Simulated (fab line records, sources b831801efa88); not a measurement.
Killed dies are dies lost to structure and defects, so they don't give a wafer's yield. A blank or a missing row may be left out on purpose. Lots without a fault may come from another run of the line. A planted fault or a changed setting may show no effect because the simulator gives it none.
fab line records | flow sky130
record lots=7 wafers=21 last_day=50
route steps=708 shown POLY_GATE@222 PAD_OPEN@708
lots that met no fault: from a run of the same line without faults
start_h: hours from the record's first day to the start of the lot's first wafer shown | wait_h: hours since the lot's step before | " the same as in the row above | L1.1+2: a row that stands for several wafers | - no value, or no start given | * or withheld: withheld | < > ~ a bound
route shown NAME@n: a module of which the file shows steps, and the number in the route of the first | usual: mean/standard deviation of fault-free wafers | same: alike in all rows | chamber/n: place in a boat | sites: the reading at each site | _std_site: their standard deviation | _edge_site: outer sites' mean less inner sites' | radius_mm: how far each site lies from the wafer's centre | mask NAME#n: copy n | behind: the tool/chamber that last shaped the wafer | hold: why the lot was held/for how many hours/how that ended | device: the transistor (n, p or np) that didn't switch | end of line: the same wafers' tests at the end of the route | a step without rows: its recipe alone | killed: dies lost to structure and defects at the first sort, not the wafer's yield | map: a wafer's dies, x killed, . not, _ none there
set.NAME: the setting as run; set.NAME@STEP: as run at that earlier step | model.NAME: the simulator's own value behind a step, which no gauge read
lots at some steps of the route; a table a step, a row a wafer
services: from which hour (start_h, from the record's first day; less than 0 if before it) a tool's chamber was out of use, for how many hours, and why
## steps
# step SKY_POLY_GATE_COAT_08
# recipe resist=KrF-thick spin_rpm=3000 resist_thk_nm=450
# step SKY_POLY_GATE_SOFTBAKE_09
# recipe temp_c=100 time_s=90 resist=KrF-thick
# step SKY_POLY_GATE_EXPOSE_10
# recipe mask_id=P1M na=0.68 source_shape=conventional sigma_outer=0.6 target_cd_nm=150 dose_mj=28
# step SKY_POLY_GATE_PEB_11
# recipe peb_temp_c=withheld peb_time_s=withheld resist=KrF-thick
# step SKY_POLY_GATE_DEVELOP_12
# recipe develop_time_s=60 resist=KrF-thick dev_temp_c=21
# step SKY_POLY_GATE_CD_MEAS_13
# recipe target_cd_nm=150
# usual cd_nm=149.6/1.3
# columns lot.wafer tool chamber start_h wait_h cd_nm
L390.3 cd_sem-01 - 382.52 - 149.7
L390.5 " - " " 150.3
L390.6 " - " " 150.7
L392.1 cd_sem-02 - 406.08 - 149.3
L392.3 " - " " 148.8
L392.4 " - " " 149.3
L394.3 cd_sem-02 - 416.47 - 148.8
L394.4 " - " " 148.4
L394.5 " - " " 148.3
L398.1 cd_sem-01 - 463.35 - 148.6
L398.5 " - " " 147.0
L398.6 " - " " 146.8
L401.2 cd_sem-01 - 531.47 - 148.8
L401.4 " - " " 150.0
L401.5 " - " " 149.8
L407.1 cd_sem-02 - 548.95 - 148.3
L407.3 " - " " 148.6
L407.5 " - " " 150.0
L410.1 cd_sem-01 - 571.58 - 150.6
L410.2 " - " " 149.8
L410.3 " - " " 151.0
# step SKY_POLY_GATE_OVL_MEAS_14
# usual POLY_GATE_OVL=-3/5.5
# columns lot.wafer tool chamber start_h wait_h POLY_GATE_OVL[nm]
L390.3 overlay-01 - 382.62 0.1 -4
L390.5 " - " " -3
L390.6 " - " " 7
L392.1 overlay-02 - 406.20 0.1 6
L392.3 " - " " 7
L392.4 " - " " 11
L394.3 overlay-01 - 416.57 0.1 -6
L394.4 " - " " -4
L394.5 " - " " -10
L398.1 overlay-02 - 463.47 0.1 -14
L398.5 " - " " -10
L398.6 " - " " -12
L401.2 overlay-02 - 531.58 0.1 -11
L401.4 " - " " -5
L401.5 " - " " -8
L407.1 overlay-01 - 549.07 0.1 -1
L407.3 " - " " -7
L407.5 " - " " -8
L410.1 overlay-01 - 571.70 0.1 8
L410.2 " - " " 2
L410.3 " - " " 0
# step SKY_POLY_GATE_ETCH_15
# recipe chemistry=N2/H2 target=BARC ion_energy_ev=200 source_w=500 bias_w=100 pressure_mtorr=30 n2_flow_sccm=100 h2_flow_sccm=200 stop_on=SiO2 time_s=118.5 target_depth_a=1100
# usual bias_w=99.99/0.27 drypump_motor_current_A=5.6/0.58 oes_product_au=0.717/0.0048 throttle_valve_pct=13.212/0.0088
# columns lot.wafer tool chamber start_h wait_h bias_w drypump_motor_current_A oes_product_au rf_hours_counter_h throttle_valve_pct
L390.3 rie_diel-04 1 382.64 0.0 100.37 5.7 0.719 10 13.224
L390.5 " 1 " " 100.19 5.6 0.720 - 13.209
L390.6 " 3 " " 99.50 4.9 0.718 - 13.213
L392.1 rie_diel-04 3 406.24 0.0 100.36 4.9 0.729 57 13.211
L392.3 " 0 " " 99.89 6.0 0.723 9 13.207
L392.4 " 1 " " 100.52 5.7 0.722 - 13.200
L394.3 rie_diel-04 3 416.59 0.0 100.10 4.9 0.719 57 13.203
L394.4 " 0 " " 100.43 6.0 0.719 9 13.194
L394.5 " 2 " " 99.65 5.6 0.714 - 13.207
L398.1 rie_diel-03 3 463.51 0.0 100.19 5.2 0.709 6 13.232
L398.5 " 3 " " 99.94 5.2 0.727 - 13.211
L398.6 " 0 " " 99.60 6.1 0.712 - 13.221
L401.2 rie_diel-01 1 531.61 0.0 100.14 6.4 0.713 11 13.210
L401.4 " 2 " " 99.60 5.7 0.715 2 13.221
L401.5 " 0 " " 99.98 6.6 0.724 - 13.218
L407.1 rie_diel-01 1 549.11 0.0 100.58 6.4 0.709 11 13.209
L407.3 " 0 " " 99.63 6.6 0.721 10 13.210
L407.5 " 0 " " 100.26 6.6 0.715 - 13.202
L410.1 rie_diel-01 2 571.74 0.0 100.14 5.7 0.728 3 13.221
L410.2 " 0 " " 99.79 6.6 0.722 11 13.190
L410.3 " 3 " " 99.46 5.8 0.714 2 13.199
# step SKY_POLY_GATE_ETCH_16
# recipe stop_on=poly-Si chemistry=CH3F/O2 target=Si3N4 source_w=400 bias_w=80 pressure_mtorr=25 ch3f_flow_sccm=40 O2_flow_sccm=30 time_s=147.5 target_depth_a=750
# usual bias_w=79.99/0.23 drypump_motor_current_A=5.6/0.58 oes_product_au=0.641/0.0051 throttle_valve_pct=10.535/0.0095
# columns lot.wafer tool chamber start_h wait_h bias_w drypump_motor_current_A oes_product_au rf_hours_counter_h throttle_valve_pct
L390.3 rie_diel-04 1 382.72 0.0 80.05 5.6 0.644 10 10.540
L390.5 " 1 " " 79.97 5.6 0.648 - 10.521
L390.6 " 3 " " 79.80 4.9 0.641 - 10.537
L392.1 rie_diel-04 3 406.32 0.0 80.17 4.9 0.631 57 10.548
L392.3 " 0 " " 80.42 6.0 0.635 9 10.539
L392.4 " 1 " " 79.86 5.6 0.641 - 10.546
L394.3 rie_diel-04 3 416.67 0.0 80.16 4.9 0.642 57 10.532
L394.4 " 0 " " 80.11 5.9 0.639 9 10.520
L394.5 " 2 " " 79.96 5.6 0.643 - 10.540
L398.1 rie_diel-03 3 463.59 0.0 80.14 5.2 0.640 6 10.534
L398.5 " 3 " " 79.95 5.3 0.641 - 10.536
L398.6 " 0 " " 79.72 6.1 0.647 - 10.530
L401.2 rie_diel-01 1 531.69 0.0 80.29 6.4 0.639 11 10.529
L401.4 " 2 " " 80.21 5.6 0.634 2 10.521
L401.5 " 0 " " 79.91 6.6 0.633 - 10.536
L407.1 rie_diel-01 1 549.19 0.0 79.89 6.4 0.637 11 10.547
L407.3 " 0 " " 80.41 6.6 0.650 11 10.534
L407.5 " 0 " " 80.06 6.6 0.647 - 10.520
L410.1 rie_diel-01 2 571.82 0.0 80.38 5.7 0.642 3 10.547
L410.2 " 0 " " 79.71 6.6 0.639 11 10.532
L410.3 " 3 " " 79.77 5.8 0.640 2 10.542
# step SKY_POLY_GATE_ETCH_17
# recipe target_depth_nm=180 stop_on=SiO2 over_etch_frac=0.56667 chemistry=HBr/Cl2 target=poly-Si icp_w=400 bias_w=100 pressure_mtorr=10 HBr_flow_sccm=150 Cl2_flow_sccm=50 time_s=70.5
# usual HBr_flow_sccm=150.0/0.46 bias_w=100.0/0.32 drypump_motor_current_A=5.5/0.57 oes_product_au=0.985/0.0067 throttle_valve_pct=33.686/0.0093
# columns lot.wafer tool chamber start_h wait_h HBr_flow_sccm bias_w drypump_motor_current_A oes_product_au rf_hours_counter_h throttle_valve_pct
L390.3 rie_si-01 2 382.82 0.0 150.5 100.7 6.6 0.989 0 33.687
L390.5 " 2 " " 149.9 100.3 6.6 0.989 - 33.710
L390.6 " 1 " " 149.9 100.6 5.3 1.011 - 33.698
L392.1 rie_si-02 2 406.42 0.0 149.3 100.1 5.6 0.985 3 33.694
L392.3 " 3 " " 150.3 100.0 6.4 0.971 60 33.678
L392.4 " 3 " " 149.7 100.2 6.4 0.984 - 33.668
L394.3 rie_si-01 1 416.77 0.0 149.9 100.0 5.3 0.996 1 33.681
L394.4 " 3 " " 150.5 100.5 5.0 0.989 32 33.697
L394.5 " 3 " " 150.6 100.3 5.0 0.987 - 33.678
L398.1 rie_si-02 3 463.69 0.0 150.7 100.0 6.4 0.976 60 33.689
L398.5 " 3 " " 150.2 99.9 6.3 0.981 - 33.683
L398.6 " 2 " " 149.6 99.8 5.6 0.989 - 33.688
L401.2 rie_si-01 0 531.79 0.0 150.0 99.8 5.1 0.981 8 33.677
L401.4 " 1 " " 149.9 100.0 5.3 0.988 2 33.690
L401.5 " 1 " " 150.5 99.7 5.4 0.983 - 33.684
L407.1 rie_si-02 1 549.29 0.0 149.1 99.7 5.0 0.989 0 33.680
L407.3 " 0 " " 149.9 100.4 5.5 0.972 2 33.695
L407.5 " 2 " " 150.8 99.6 5.6 0.978 - 33.684
L410.1 rie_si-01 1 571.92 0.0 150.3 100.4 5.4 1.005 2 33.686
L410.2 " 0 " " 149.9 99.7 5.1 0.992 8 33.693
L410.3 " 3 " " 149.2 100.5 5.0 0.989 33 33.682
# step SKY_POLY_GATE_STRIP_18
# recipe chemistry=O2/N2 power_w=1400 pressure_mtorr=1500 platen_temp_c=withheld o2_flow_sccm=3000 n2_flow_sccm=300 overash_fraction=0.5
# usual drypump_motor_current_A=6.11/0.25 o2_flow_sccm=3000/8.9 oes_product_au=0.361/0.0049 strip_time_to_endpoint_s=3.175/0.029
# columns lot.wafer tool chamber start_h wait_h drypump_motor_current_A o2_flow_sccm oes_product_au rf_hours_counter_h strip_time_to_endpoint_s
L390.3 plasma_asher-01 1 382.91 0.1 6.45 2998 0.357 - 3.144
L390.5 " 1 " " 6.37 2996 0.350 - 3.129
L390.6 " 0 " " 6.28 3002 0.361 - 3.111
L392.1 plasma_asher-02 0 406.48 0.0 5.83 2995 0.356 58 3.180
L392.3 " 1 " " 6.16 3011 0.363 - 3.161
L392.4 " 0 " " 5.84 2997 0.360 - 3.170
L394.3 plasma_asher-01 1 416.86 0.1 6.39 2992 0.354 - 3.104
L394.4 " 0 " " 6.28 3002 0.355 - 3.150
L394.5 " 0 " " 6.26 2988 0.362 - 3.176
L398.1 plasma_asher-01 1 463.74 0.0 6.41 3002 0.354 38 3.144
L398.5 " 0 " " 6.23 3015 0.355 - 3.121
L398.6 " 1 " " 6.39 2998 0.360 - 3.162
L401.2 plasma_asher-03 0 531.84 0.0 5.66 2998 0.358 11 3.178
L401.4 " 0 " " 5.65 3000 0.365 - 3.151
L401.5 " 1 " " 6.39 3005 0.353 - 3.193
L407.1 plasma_asher-02 0 549.34 0.0 5.83 2999 0.356 70 3.161
L407.3 " 1 " " 6.16 2995 0.364 - 3.200
L407.5 " 0 " " 5.87 2989 0.363 - 3.182
L410.1 plasma_asher-01 1 571.98 0.0 6.41 3015 0.364 49 3.186
L410.2 " 0 " " 6.30 3011 0.370 49 3.194
L410.3 " 0 " " 6.27 3002 0.360 - 3.185
# step SKY_POLY_GATE_CLEAN_19
# recipe chemistry=SC1/SC2 mix=1:4:20 temp_c=70 time_s=150 dry=n2_spin
# step SKY_POLY_GATE_OXIDATION_20
# recipe temp_c=850 ambient=O2 stabilise_s=600 purge_s=300 target_thk_a=40 ox_time_s=899
# usual zone_power_lower_pct=16.9/2.3
# columns lot.wafer tool chamber start_h wait_h zone_power_lower_pct
L390.3 furnace-02 0 383.56 0.5 14.4
L390.5 " 0 " " 14.3
L390.6 " 0 " " 14.7
L392.1 furnace-01 0 407.38 0.7 19.1
L392.3 " 0 " " 19.6
L392.4 " 0 " " 19.5
L394.3 furnace-02 0 416.98 0.0 14.6
L394.4 " 0 " " 14.5
L394.5 " 0 " " 14.8
L394.3 furnace-01 0 419.12 0.9 19.1
L394.4 " 0 " " 19.8
L394.5 " 0 " " 19.6
L398.1 furnace-01 0 469.54 5.6 19.3
L398.5 " 0 " " 19.4
L398.6 " 0 " " 19.1
L398.1 furnace-01 0 472.28 1.5 19.3
L398.5 " 0 " " 19.2
L398.6 " 0 " " 19.1
L401.2 furnace-01 0 531.99 0.0 19.3
L401.4 " 0 " " 19.2
L401.5 " 0 " " 19.4
L401.2 furnace-02 0 533.53 0.3 14.6
L401.4 " 0 " " 14.5
L401.5 " 0 " " 14.5
L407.1 furnace-01 0 549.49 0.0 19.5
L407.3 " 0 " " 19.1
L407.5 " 0 " " 19.1
L410.1 furnace-02 0 572.13 0.0 14.5
L410.2 " 0 " " 14.5
L410.3 " 0 " " 14.5
# step SKY_POLY_GATE_THK_MEAS_21
# recipe reads=SiO2_of_POLY_GATE_OXIDATION_20
# usual POLY_GATE_OXIDATION_THK=4.01/0.094
# columns lot.wafer tool chamber start_h wait_h POLY_GATE_OXIDATION_THK[nm]
L390.3 film_metro-03 - 384.83 0.0 4.13
L390.5 " - " " 4.18
L390.6 " - " " 4.08
L392.1 film_metro-04 - 408.63 0.0 3.93
L392.3 " - " " 3.98
L392.4 " - " " 3.94
L394.3 film_metro-01 - 420.39 0.0 6.69
L394.4 " - " " 6.63
L394.5 " - " " 6.50
L398.1 film_metro-04 - 473.65 0.1 6.60
L398.5 " - " " 6.53
L398.6 " - " " 6.63
L401.2 film_metro-01 - 534.79 0.0 6.40
L401.4 " - " " 6.46
L401.5 " - " " 6.59
L407.1 film_metro-04 - 550.74 0.0 4.10
L407.3 " - " " 4.05
L407.5 " - " " 4.14
L410.1 film_metro-01 - 573.38 0.0 3.99
L410.2 " - " " 4.00
L410.3 " - " " 4.07
# step SKY_POLY_GATE_CD_MEAS_22
# usual cd_nm=149.4/1.9
# columns lot.wafer tool chamber start_h wait_h cd_nm
L390.3 cd_sem-01 - 384.93 0.1 151.0
L390.5 " - " " 150.0
L390.6 " - " " 152.5
L392.1 cd_sem-01 - 408.69 0.1 149.1
L392.3 " - " " 145.3
L392.4 " - " " 146.8
L394.3 cd_sem-01 - 420.48 0.1 149.8
L394.4 " - " " 143.3
L394.5 " - " " 147.5
L398.1 cd_sem-02 - 473.96 0.3 148.9
L398.5 " - " " 147.6
L398.6 " - " " 146.7
L401.2 cd_sem-01 - 534.89 0.1 152.4
L401.4 " - " " 151.1
L401.5 " - " " 149.5
L407.1 cd_sem-01 - 550.80 0.1 150.1
L407.3 " - " " 146.1
L407.5 " - " " 150.3
L410.1 cd_sem-01 - 573.44 0.1 152.1
L410.2 " - " " 150.7
L410.3 " - " " 151.3
# step SKY_PAD_OPEN_PROBE_99
# usual killed_at_M0_to_M3=43/7.3 killed_at_M4_up=3.4/1.7 killed_at_contacts=24/4.5 killed_at_front_end=16/4.4 killed_at_other=0.2/0.51 killed_dies=86/9.7 killed_open=46/6.6 killed_short=39/7.1
# same gross_dies=492 killed_at_back_side=0
# columns lot.wafer tool chamber start_h wait_h killed_at_M0_to_M3 killed_at_M4_up killed_at_contacts killed_at_front_end killed_at_other killed_dies killed_open killed_short model.etest.tip_sonos.rs_ohm_sq model.etest.tip_p.rs_ohm_sq model.etest.pfet_01v8.r_on_ohm_um model.etest.res_pdiff.line_ohm_um model.etest.tip_n.rs_ohm_sq model.etest.nfet_01v8.r_on_ohm_um model.etest.res_ndiff.line_ohm_um model.etest.sonos_uncharged.r_on_ohm_um
L390.3 prober-01 - 1083.07 0.2 44 2 22 18 0 86 46 40 2651 6783 2893 1378 437 839.1 772.9 828
L390.5 prober-01 - 1083.17 0.2 41 2 28 9 0 80 45 35 2639 6806 2860 1379 434.4 814.4 756.8 818.5
L390.6 prober-01 - 1083.22 0.2 34 2 30 19 0 85 42 43 2625 6831 2934 1380 434.4 831.6 783.3 827.8
L392.1 prober-01 - 1101.54 0.1 42 2 36 12 1 93 51 41 2671 6665 2774 1381 443.7 830 771.2 821.6
L392.3 prober-01 - 1101.64 0.2 49 3 18 17 0 87 52 35 2617 6708 2707 1335 450.9 825.4 764.8 795
L392.4 prober-01 - 1101.69 0.2 39 6 27 17 1 90 43 47 2625 6672 2698 1377 445.7 824.1 774.5 796.8
L394.3 prober-01 - 1106.83 0.2 32 3 25 10 0 70 33 37 3103 7440 3069 1478 489.4 891.3 782.9 831.4
L394.4 prober-01 - 1106.88 0.2 51 3 26 11 1 92 51 41 3099 7313 2987 1462 485.8 835.2 775.4 810.9
L394.5 prober-01 - 1106.93 0.2 37 3 30 15 0 85 44 41 3070 7389 3030 1472 485.9 860.7 778.4 815.1
L398.1 prober-01 - 1139.17 0.1 41 2 26 18 1 88 53 35 3100 7400 3114 1415 493.6 873.5 779.9 827
L398.5 prober-01 - 1139.37 0.2 31 2 23 20 0 76 44 32 3064 7374 3028 1439 493 855.3 810.3 841.1
L398.6 prober-01 - 1139.42 0.2 37 3 23 28 0 91 48 43 3116 7412 3089 1442 491.5 861.3 809.3 837.6
L401.2 prober-01 - 1179.01 0.1 45 3 23 23 0 94 53 38 3089 7332 3145 1434 487.5 881.7 784.4 838.2
L401.4 prober-01 - 1179.11 0.2 49 3 27 17 0 96 55 40 3022 7363 3087 1416 486.8 861.6 789.1 836.5
L401.5 prober-01 - 1179.16 0.2 49 4 30 19 0 102 64 38 3165 7375 3104 1430 485.2 849.6 787.5 837.8
L407.1 prober-01 - 1190.90 0.1 49 7 19 19 0 94 49 45 2639 6845 2942 1353 434.9 855 764 813.8
L407.3 prober-01 - 1191.00 0.2 60 3 30 18 1 112 52 59 2606 6796 2839 1353 438.1 809.8 753 781.5
L407.5 prober-01 - 1191.10 0.2 53 5 18 19 0 95 46 48 2686 6882 2980 1360 438.7 865.7 755.8 807.4
L410.1 prober-01 - 1203.05 0.1 36 5 22 20 0 83 40 41 2591 6748 2880 1368 434.8 819.2 755.6 805.5
L410.2 prober-01 - 1203.10 0.1 41 8 25 12 0 86 48 38 2587 6835 2851 1352 435.6 807.3 762.6 823.4
L410.3 prober-01 - 1203.15 0.2 42 3 29 17 0 91 48 42 2592 6790 2815 1340 436.2 811 760.8 811.5
# killed by level:class
L390.3 VIA1:geometric_particle:open=11 CONTACT:geometric_particle:open=7 FIELD_ISO:geometric_particle:open=6 VIA3:geometric_particle:open=6 FIELD_ISO:geometric_particle:short=5 VIA1:geometric_particle:short=5 VIA2:geometric_particle:short=4 LI_CONTACT:geometric_particle:open=4
L390.5 CONTACT:geometric_particle:open=12 VIA1:geometric_particle:open=10 VIA3:geometric_particle:open=8 VIA2:geometric_particle:open=6 LOCAL_INTERCONNECT:geometric_particle:short=6 POLY_GATE:geometric_particle:short=5 CONTACT:geometric_particle:short=5 METAL1:geometric_particle:short=5
L390.6 CONTACT:geometric_particle:open=14 VIA1:geometric_particle:open=9 FIELD_ISO:geometric_particle:short=6 LI_CONTACT:geometric_particle:open=6 SONOS_ONO:geometric_particle:short=5 METAL1:geometric_particle:short=5 METAL2:geometric_particle:short=5 LOCAL_INTERCONNECT:geometric_particle:short=4
L392.1 CONTACT:geometric_particle:open=20 VIA1:geometric_particle:open=9 METAL1:geometric_particle:short=9 POLY_GATE:geometric_particle:open=7 LOCAL_INTERCONNECT:geometric_particle:short=6 CONTACT:geometric_particle:short=5 LI_CONTACT:geometric_particle:open=4 VIA1:geometric_particle:short=4
L392.3 CONTACT:geometric_particle:open=11 VIA1:geometric_particle:open=11 FIELD_ISO:geometric_particle:open=8 VIA1:geometric_particle:short=7 FIELD_ISO:geometric_particle:short=5 VIA2:geometric_particle:open=5 VIA3:geometric_particle:open=5 METAL1:geometric_particle:short=4
L392.4 CONTACT:geometric_particle:open=11 VIA2:geometric_particle:open=7 VIA1:geometric_particle:open=6 CONTACT:geometric_particle:short=6 METAL1:geometric_particle:short=6 METAL4:geometric_particle:short=6 VIA1:geometric_particle:short=5 FIELD_ISO:geometric_particle:short=4
L394.3 VIA1:geometric_particle:open=8 CONTACT:geometric_particle:short=7 VIA2:geometric_particle:open=7 LI_CONTACT:geometric_particle:open=6 POLY_GATE:geometric_particle:short=5 LOCAL_INTERCONNECT:geometric_particle:short=4 VIA3:geometric_particle:open=4 METAL4:geometric_particle:short=3
L394.4 VIA1:geometric_particle:open=13 CONTACT:geometric_particle:open=12 VIA2:geometric_particle:open=9 LOCAL_INTERCONNECT:geometric_particle:short=7 VIA1:geometric_particle:short=6 METAL1:geometric_particle:short=5 LI_CONTACT:geometric_particle:open=5 VIA2:geometric_particle:short=5
L394.5 VIA1:geometric_particle:open=12 CONTACT:geometric_particle:open=10 CONTACT:geometric_particle:short=8 VIA2:geometric_particle:open=7 LI_CONTACT:geometric_particle:open=6 METAL2:geometric_particle:short=6 LOCAL_INTERCONNECT:geometric_particle:short=5 FIELD_ISO:geometric_particle:open=4
L398.1 VIA2:geometric_particle:open=12 CONTACT:geometric_particle:open=9 VIA3:geometric_particle:open=9 VIA1:geometric_particle:open=8 LOCAL_INTERCONNECT:geometric_particle:short=7 METAL2:geometric_particle:short=6 POLY_GATE:geometric_particle:short=5 FIELD_ISO:geometric_particle:open=4
L398.5 VIA2:geometric_particle:open=10 CONTACT:geometric_particle:open=10 FIELD_ISO:geometric_particle:short=7 VIA1:geometric_particle:open=7 LOCAL_INTERCONNECT:geometric_particle:short=5 CONTACT:geometric_particle:short=5 FIELD_ISO:geometric_particle:open=4 POLY_GATE:geometric_particle:open=4
L398.6 VIA1:geometric_particle:open=12 FIELD_ISO:geometric_particle:open=8 CONTACT:geometric_particle:short=8 POLY_GATE:geometric_particle:open=7 POLY_GATE:geometric_particle:short=6 LI_CONTACT:geometric_particle:open=5 CONTACT:geometric_particle:open=5 METAL1:geometric_particle:short=4
L401.2 VIA1:geometric_particle:open=13 CONTACT:geometric_particle:open=11 METAL2:geometric_particle:short=8 VIA1:geometric_particle:short=7 FIELD_ISO:geometric_particle:open=6 POLY_GATE:geometric_particle:open=5 VIA2:geometric_particle:open=5 LOCAL_INTERCONNECT:geometric_particle:short=4
L401.4 VIA1:geometric_particle:open=11 CONTACT:geometric_particle:open=9 FIELD_ISO:geometric_particle:open=7 METAL2:geometric_particle:short=6 LI_CONTACT:geometric_particle:open=6 VIA2:geometric_particle:short=6 VIA2:geometric_particle:open=6 VIA3:geometric_particle:open=6
L401.5 VIA1:geometric_particle:open=17 CONTACT:geometric_particle:open=11 CONTACT:geometric_particle:short=8 POLY_GATE:geometric_particle:open=7 VIA1:geometric_particle:short=7 FIELD_ISO:geometric_particle:open=6 LI_CONTACT:geometric_particle:open=6 VIA3:geometric_particle:short=6
L407.1 VIA2:geometric_particle:open=11 VIA1:geometric_particle:open=9 METAL2:geometric_particle:short=6 LI_CONTACT:geometric_particle:open=6 CONTACT:geometric_particle:open=6 FIELD_ISO:geometric_particle:short=4 POLY_GATE:geometric_particle:short=4 VIA1:geometric_particle:short=4
L407.3 VIA1:geometric_particle:open=16 CONTACT:geometric_particle:short=11 CONTACT:geometric_particle:open=11 METAL2:geometric_particle:short=9 VIA1:geometric_particle:short=9 VIA2:geometric_particle:open=6 POLY_CUT:geometric_particle:short=5 LI_CONTACT:geometric_particle:open=5
L407.5 VIA2:geometric_particle:open=13 LI_CONTACT:geometric_particle:open=8 POLY_GATE:geometric_particle:short=7 VIA1:geometric_particle:short=6 METAL2:geometric_particle:short=6 VIA2:geometric_particle:short=6 VIA3:geometric_particle:open=6 CONTACT:geometric_particle:open=5
L410.1 VIA1:geometric_particle:open=11 CONTACT:geometric_particle:short=6 VIA1:geometric_particle:short=6 VIA2:geometric_particle:open=6 CONTACT:geometric_particle:open=5 FIELD_ISO:geometric_particle:open=4 POLY_GATE:geometric_particle:short=4 POLY_GATE:geometric_particle:open=4
L410.2 VIA1:geometric_particle:open=11 CONTACT:geometric_particle:open=9 METAL2:geometric_particle:short=9 VIA2:geometric_particle:open=6 LI_CONTACT:geometric_particle:open=6 CONTACT:geometric_particle:short=5 VIA1:geometric_particle:short=4 METAL4:geometric_particle:short=4
L410.3 VIA1:geometric_particle:open=9 CONTACT:geometric_particle:short=9 CONTACT:geometric_particle:open=9 VIA2:geometric_particle:open=8 LI_CONTACT:geometric_particle:open=7 FIELD_ISO:geometric_particle:short=6 METAL1:geometric_particle:short=6 METAL2:geometric_particle:short=6
## services
# columns tool chamber start_h hours kind
furnace-01 - 361.34 8.2 pm
rie_si-01 3 380.26 3.4 repair
rie_si-02 - 385.32 4.3 pm
rie_diel-01 2 388.20 17.2 repair
furnace-01 - 389.18 5.4 pm
rie_si-02 0 390.41 7.5 repair
rie_diel-01 3 398.14 12.8 repair
furnace-02 - 423.69 3.5 pm
rie_diel-04 - 423.87 14.1 repair
rie_si-01 - 430.78 14.6 pm
furnace-01 - 443.93 2.7 pm
furnace-01 - 446.61 2.5 pm
rie_si-01 0 446.93 8.3 repair
furnace-02 - 460.37 20.6 repair
rie_diel-04 - 480.27 0.7 repair
plasma_asher-01 - 497.35 7.7 repair
rie_diel-01 1 510.31 1.7 repair
rie_diel-04 - 512.88 14.6 pm
rie_si-01 0 513.06 1.2 repair
furnace-02 - 518.96 3.4 pm
rie_diel-01 0 534.29 7.8 repair
furnace-02 - 541.63 1.9 pm
furnace-01 - 546.64 1.1 repair
rie_si-01 2 556.63 26.8 repair
## key
first_sign step=SKY_POLY_GATE_OXIDATION_20 reading=visit direction=added
effect step=SKY_POLY_GATE_THK_MEAS_21 reading=POLY_GATE_OXIDATION_THK direction=up sigmas=27 usual=4.01 struck=6.56
model_effect step=SKY_PAD_OPEN_PROBE_99 value=etest.tip_sonos.rs_ohm_sq without=2624 struck=3092
met_at SKY_POLY_GATE_OXIDATION_20
struck_wafers L394.3,L394.4,L394.5,L398.1,L398.5,L398.6,L401.2,L401.4,L401.5
tester_left_out L394,L398,L401
fault kind=repeated_step_whole tool=furnace-01,furnace-02 chamber=- onset_h=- steps=SKY_POLY_GATE_OXIDATION_20 times=1 scope=struck_lots_only
# tester_left_out: of these lots the tester's yield and bins aren't shown, on N5 and GAA mostly nor the transistor test; their killed dies are dies lost to structure and defects alone, not to doping, threshold or leakage, so they don't give the yield
